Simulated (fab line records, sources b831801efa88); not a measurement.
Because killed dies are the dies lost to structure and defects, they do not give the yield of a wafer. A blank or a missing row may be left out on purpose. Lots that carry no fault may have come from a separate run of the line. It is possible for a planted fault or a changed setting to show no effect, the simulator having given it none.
Comparing a struck lot with a sound one :: flow sky130 :: 26 steps out of a route of 708
Sound: the wafers L693.1, L693.2, L693.6. Struck: wafer L685.6. (L685.3, L685.5 of the same lot were not struck and are left out.) The cause comes at the end.
Each step with rows lists, per side, the tool, then ch with its chambers, then its first start. Under that, the readings that differ: sound wafers :: struck wafers :: difference of the means :: sigmas: that difference in standard deviations of wafers without a fault.
alike: same words and numbers on both sides, and readings whose means sit less than 2 such deviations apart. not compared: any withheld reading, any reading some wafer has no value for, any bound like >300 that may hide the same value, and any number with overlapping values for which the record gives no deviation.
Wherever a step has rows on one side only, a row that says differs or no value, or a row with sigmas, the two part there. Numbers that don't overlap but have no deviation are shown without sigmas and don't part them. A reading missing from all wafers of one side parts the sides only when that side holds two or more wafers.

first, 9 steps without rows for these wafers: SKY_LI_CONTACT_ETCH_14 (etches BARC in N2/H2, stops on SiO2, time 45.9 s, target depth 60 nm); SKY_LI_CONTACT_ETCH_15 (etches PSG in C4F8/O2/Ar, stops on Si, target depth 600 nm); SKY_LI_CONTACT_STRIP_16 (strips in O2/N2); SKY_LI_CONTACT_CLEAN_17 (cleans in NMP, time 600 s); SKY_LI_CONTACT_PRE_CLEAN_18 (time 5.6 s); SKY_LI_CONTACT_SPUTTER_19 (material Ti, target thk 20 nm, time 106.37 s); SKY_LI_CONTACT_SPUTTER_20 (material TiN, target thk 20 nm, time 80 s); SKY_LI_CONTACT_CVD_21 (deposits W, target thk 400 nm, time 120.56 s); SKY_LI_CONTACT_CMP_24 (polishes, stops on PSG, t overpolish 20 s, target thk 0 nm).
SKY_LOCAL_INTERCONNECT_SPUTTER_00: material TiN, target thk 100 nm, time 83.3 s.
  struck on pvd sputter-03, day 34 00:34; sound on pvd sputter-01, day 36 11:43
reading: model.TiN_of_LOCAL_INTERCONNECT_SPUTTER_00.thk nm (nm)
sound: 99.02 97.71 97.05
struck: 127.6
difference: +29.7
sigmas: 
  alike: throttle valve pct
SKY_LOCAL_INTERCONNECT_RS_MEAS_01: measurement is done with a four-point probe.
  struck on film metro-04, day 34 00:40; sound on film metro-03, day 36 11:46
reading: LOCAL_INTERCONNECT_TIN_RS (ohm/sq)
sound: 14.32 14.50 14.59
struck: 10.99
difference: -3.48
sigmas: -18
SKY_LOCAL_INTERCONNECT_THK_MEAS_02: measures by xrf.
  struck on film metro-04, day 34 00:46; sound on film metro-03, day 36 11:53
reading: LOCAL_INTERCONNECT_TIN_THK (nm)
sound: 97.3 95.9 95.2
struck: 125.2
difference: +29.1
sigmas: +22
then, 9 steps without rows for these wafers: SKY_LOCAL_INTERCONNECT_DEHYDRATE_03 (time 60 s); SKY_LOCAL_INTERCONNECT_HMDS_04 (prime time 60 s); SKY_LOCAL_INTERCONNECT_COAT_05 (resist thk 60 nm); SKY_LOCAL_INTERCONNECT_COAT_06 (resist thk 450 nm); SKY_LOCAL_INTERCONNECT_SOFTBAKE_07 (time 90 s); SKY_LOCAL_INTERCONNECT_EXPOSE_08 (exposes mask LI1M, target cd 170 nm); SKY_LOCAL_INTERCONNECT_PEB_09; SKY_LOCAL_INTERCONNECT_DEVELOP_10 (develop time 60 s); SKY_LOCAL_INTERCONNECT_ETCH_13 (etches BARC in N2/H2, stops on SiO2, time 45.9 s, target depth 60 nm).
SKY_LOCAL_INTERCONNECT_METAL_ETCH_14: etches TiN in Cl2/BCl3, stops on PSG, target depth 110 nm, time 31.4 s.
  sound on rie metal-04 ch 0,1, day 37 14:52; struck on rie metal-03 ch 0, day 35 04:09
reading: oes product au (a.u.)
sound: 0.936 0.930 0.927
struck: 1.000
difference: +0.069
sigmas: +9

reading: throttle valve pct (%)
sound: 21.904 21.916 21.929
struck: 21.867
difference: -0.049
sigmas: -4
  alike: drypump motor current A
  not compared: rf hours counter h
then, 1 step without rows for these wafers: SKY_LOCAL_INTERCONNECT_STRIP_15 (strips in O2/N2).
SKY_LOCAL_INTERCONNECT_STRIP_16: strips in post etch residue remover, time 1200 s.
  sound on wet bench-03 ch 0, day 37 15:01; struck on wet bench-04 ch 2, day 35 04:17
reading: model.TiN_of_LOCAL_INTERCONNECT_SPUTTER_00.thk nm (nm)
sound: 98.6 97.3 96.63
struck: 127.2
difference: +29.7
sigmas: 
then, 1 step without rows for these wafers: SKY_LOCAL_INTERCONNECT_CLEAN_17 (cleans in IPA, time 180 s).
-- record jumps: 14 days separate the struck wafers' starts on either side; left off in module LOCAL_INTERCONNECT, taken up again in module PAD_OPEN, whose first shown step is the route's number 708 --
SKY_PAD_OPEN_PROBE_99:
  only the struck wafers here have rows in the record (prober-02, day 49 15:16); the sound ones have none

## WHERE THEY PART
Last at SKY_PAD_OPEN_PROBE_99 as far as this record goes, first at SKY_LOCAL_INTERCONNECT_RS_MEAS_01.

WHY: what had been put in by the simulator
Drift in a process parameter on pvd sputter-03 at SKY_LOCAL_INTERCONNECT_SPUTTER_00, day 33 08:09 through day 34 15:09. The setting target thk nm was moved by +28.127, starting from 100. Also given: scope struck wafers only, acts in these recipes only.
